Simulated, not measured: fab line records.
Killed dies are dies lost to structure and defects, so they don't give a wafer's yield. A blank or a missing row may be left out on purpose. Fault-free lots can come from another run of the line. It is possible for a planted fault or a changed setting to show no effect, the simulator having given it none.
The tool behind it: which one?	flow gf180mcu	12 lots, 36 wafers sampled, at 1 step of a route of 602

## WHAT EACH GAUGE READ, for each wafer
GF_M1_THK_MEAS_06: measures by xrf.
lot	measured	on	M1_ALCU_THK (nm)
L075	day 16 17:24	film-metro-01	443 441 442
L077	day 17 14:26	film-metro-01	440 443 442
L079	day 18 12:05	film-metro-03	454 446 441
L081	day 19 00:05	film-metro-03	441 438 433
L083	day 19 20:57	film-metro-04	434 444 436
L085	day 20 10:59	film-metro-03	433 435 431
L087	day 21 01:12	film-metro-03	447 445 441
L089	day 21 20:22	film-metro-04	435 437 437
L091	day 22 14:20	film-metro-03	437 430 439
L093	day 23 05:56	film-metro-04	439 431 434
L095	day 23 19:20	film-metro-04	445 439 440
L097	day 24 14:04	film-metro-04	450 441 451

## EACH LOT AND THE TOOL THAT RAN IT (in order: tool; ch and the chambers of the sampled wafers; start)
Record: no process step prior to these readings.

## THE ANSWER, worked out from the rows above alone
Rule: the usual values come from the lots themselves. Put in order of their means at a reading, lots are off if they are a third of the lots or fewer, leave a main group of 4 or more, and stand apart from it by a gap of 3 or more times the standard deviation of the main group's means; of several such gaps the widest counts. The tables above print the reading to a certain number of digits; a main group whose means all agree to those digits is not used. A lot without any number at a reading at which 4 lots or more have one is off too. The other lots that the step has rows for count as sound.
No lot is off on any of the readings shown, so nothing can be concluded from this.

## WHAT THE SIMULATOR HAD PUT IN
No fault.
